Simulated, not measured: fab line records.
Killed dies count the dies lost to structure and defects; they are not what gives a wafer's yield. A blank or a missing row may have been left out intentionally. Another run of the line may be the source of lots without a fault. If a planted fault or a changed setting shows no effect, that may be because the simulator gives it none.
The tool behind it: which one?	flow sfq line	18 wafers from 6 lots sampled at 4 of the route's 325 steps

## WHAT THE GAUGES READ, wafer by wafer
SFQ_R5_RS_MEAS_933: measures by four-point-probe.
lot	measured	on	R5_MONX_RS (ohm/sq)
L546	day 47 23:55	film metro-03	7.01 7.12 7.02
L548	day 48 05:53	film metro-04	7.10 7.12 7.13
L550	day 49 01:17	film metro-01	6.88 6.99 6.93
L554	day 49 22:17	film metro-01	6.94 7.02 7.06
L556	day 50 17:53	film metro-03	7.10 7.14 7.02
L560	day 51 23:53	film metro-01	7.10 7.07 7.10

## EACH LOT AND THE TOOL THAT RAN IT (in order: tool; ch and the chambers of the sampled wafers; start)
lot	SFQ_TRILAYER_I3_VIA_ETCH_VIA_ETCH_088	SFQ_TRILAYER_JJ_CE_STRIP_STRIP_120	SFQ_TRILAYER_R5_DEP_SPUTTER_133
L546	rie diel-02 ch 0,2,3, day 32 05:23	rie metal-02 ch 0,1, day 41 11:21	pvd sputter-06, day 47 23:49
L548	rie diel-03 ch 0,3, day 32 14:59	rie metal-04 ch 0,1, day 41 21:57	pvd sputter-05, day 48 05:49
L550	rie diel-03 ch 1,2,3, day 32 23:30	rie metal-02 ch 0,1, day 42 14:45	pvd sputter-05, day 49 01:13
L554	rie diel-04 ch 1,3, day 34 04:11	rie metal-02 ch 0,1, day 43 11:09	pvd sputter-05, day 49 22:13
L556	rie diel-04 ch 0,3, day 34 19:35	rie metal-04 ch 0,1, day 44 12:23	pvd sputter-05, day 50 17:49
L560	rie diel-04 ch 0,1, day 35 21:20	rie metal-04 ch 0,1, day 45 21:59	pvd sputter-04, day 51 23:49
- SFQ_TRILAYER_I3_VIA_ETCH_VIA_ETCH_088: etches SiO2 in CHF3, stops on Nb, target depth 260 nm.
- SFQ_TRILAYER_JJ_CE_STRIP_STRIP_120: strips in O2.
- SFQ_TRILAYER_R5_DEP_SPUTTER_133: material MoNx, target thk 40 nm, time 66.7 s.

## THE ANSWER, worked out from the rows above alone
Rule: the usual values come from the lots themselves. The widest of any qualifying gaps counts: lots, ordered by their means at a reading, are off when they make up no more than a third of the lots, leave a main group of 4 or more, and stand apart from it by 3 or more times the standard deviation of that group's means. If all means in a main group match to the digits the tables above print for the reading, that group is not used. Also off: a lot with no number at a reading for which 4 or more lots have one. Where the step has rows for the other lots, those lots are counted as sound.
None of the lots is off at any reading shown; this tells nothing.

## WHAT HAD BEEN PUT IN BY THE SIMULATOR
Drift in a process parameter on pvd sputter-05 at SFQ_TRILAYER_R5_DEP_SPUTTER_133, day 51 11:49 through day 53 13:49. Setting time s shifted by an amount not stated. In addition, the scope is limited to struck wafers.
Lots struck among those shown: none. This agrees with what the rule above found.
